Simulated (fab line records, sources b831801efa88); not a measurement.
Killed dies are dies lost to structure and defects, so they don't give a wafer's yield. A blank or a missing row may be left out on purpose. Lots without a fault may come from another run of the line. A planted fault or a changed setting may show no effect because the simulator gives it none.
Which tool did it? | flow sky130 | 12 lots, 36 wafers sampled, at 4 steps of a route of 708

WHAT THE GAUGES READ, wafer by wafer
SKY_VIA2_BOW_MEAS_03.
lot  | measured     | on            | VIA2_BOW (um)
L075 | day 34 22:02 | film_metro-01 | 84 85 83
L077 | day 35 18:23 | film_metro-04 | 97 93 82
L079 | day 37 01:27 | film_metro-01 | 85 85 87
L081 | day 37 12:43 | film_metro-04 | 78 92 89
L083 | day 38 06:32 | film_metro-01 | 87 79 77
L084 | day 39 06:56 | film_metro-03 | 84 84 80
L087 | day 39 16:22 | film_metro-03 | 82 78 79
L090 | day 40 06:25 | film_metro-03 | 84 94 83
L091 | day 40 09:50 | film_metro-01 | 88 93 86
L092 | day 41 02:53 | film_metro-04 | 86 95 93
L095 | day 41 12:42 | film_metro-03 | 74 82 81
L097 | day 42 00:38 | film_metro-01 | 84 74 95

WHICH TOOL RAN EACH LOT (tool, then ch and the chambers of the sampled wafers, then the start)
lot  | SKY_VT_ADJUST_NCORE_STRIP_10         | SKY_VIA1_CMP_24               | SKY_METAL2_METAL_ETCH_19
L075 | plasma_asher-02 ch 0, day 8 13:59    | cmp-02 ch 0,2, day 33 17:14   | rie_metal-02 ch 0,1, day 34 20:52
L077 | plasma_asher-02 ch 0,1, day 9 03:43  | cmp-01 ch 1,2,3, day 34 14:04 | rie_metal-02 ch 0,1, day 35 17:13
L079 | plasma_asher-03 ch 1, day 10 09:01   | cmp-01 ch 1,2,3, day 35 21:32 | rie_metal-02 ch 1, day 37 00:11
L081 | plasma_asher-02 ch 0,1, day 10 18:08 | cmp-01 ch 0,2,3, day 36 08:42 | rie_metal-02 ch 1, day 37 11:28
L083 | plasma_asher-02 ch 0,1, day 11 12:43 | cmp-02 ch 1,2, day 37 02:40   | rie_metal-02 ch 0,1, day 38 05:21
L084 | plasma_asher-03 ch 0,1, day 12 05:10 | cmp-01 ch 1,2,3, day 38 03:01 | rie_metal-04 ch 0,1, day 39 05:35
L087 | plasma_asher-02 ch 0,1, day 12 22:04 | cmp-02 ch 0,1, day 38 13:19   | rie_metal-02 ch 0, day 39 15:10
L090 | plasma_asher-02 ch 0,1, day 13 08:26 | cmp-02 ch 0,1,2, day 39 03:23 | rie_metal-02 ch 1, day 40 05:13
L091 | plasma_asher-01 ch 0,1, day 13 13:23 | cmp-02 ch 0,1,2, day 39 06:55 | rie_metal-02 ch 0,1, day 40 08:40
L092 | plasma_asher-02 ch 0,1, day 14 08:04 | cmp-02 ch 0,1,3, day 40 00:45 | rie_metal-02 ch 0,1, day 41 01:43
L095 | plasma_asher-02 ch 0,1, day 14 15:22 | cmp-01 ch 0,1,2, day 40 10:32 | rie_metal-02 ch 0,1, day 41 11:28
L097 | plasma_asher-01 ch 0,1, day 15 08:40 | cmp-02 ch 0,1,3, day 40 23:49 | rie_metal-01 ch 0,1, day 41 23:28
- SKY_VT_ADJUST_NCORE_STRIP_10: strips in O2/N2.
- SKY_VIA1_CMP_24: polishes, stops on SiO2, t overpolish 15 s, target thk 0 nm.
- SKY_METAL2_METAL_ETCH_19: etches the open film in Cl2/BCl3, stops on SiO2, target depth 360 nm, time 78 s.

THE ANSWER, worked out from the rows above alone
Rule: what is usual is taken from the lots themselves. Put in order of their means at a reading, lots are off if they are a third of the lots or fewer, leave a main group of 4 or more, and stand apart from it by a gap of 3 or more times the standard deviation of the main group's means; of several such gaps the widest counts. A main group whose means are all the same, to the digits that the tables above print for the reading, isn't used. A lot without any number at a reading at which 4 lots or more have one is off too. The other lots that the step has rows for count as sound.
No lot is off at any reading shown: from this, nothing can be told.

WHAT THE SIMULATOR HAD PUT IN
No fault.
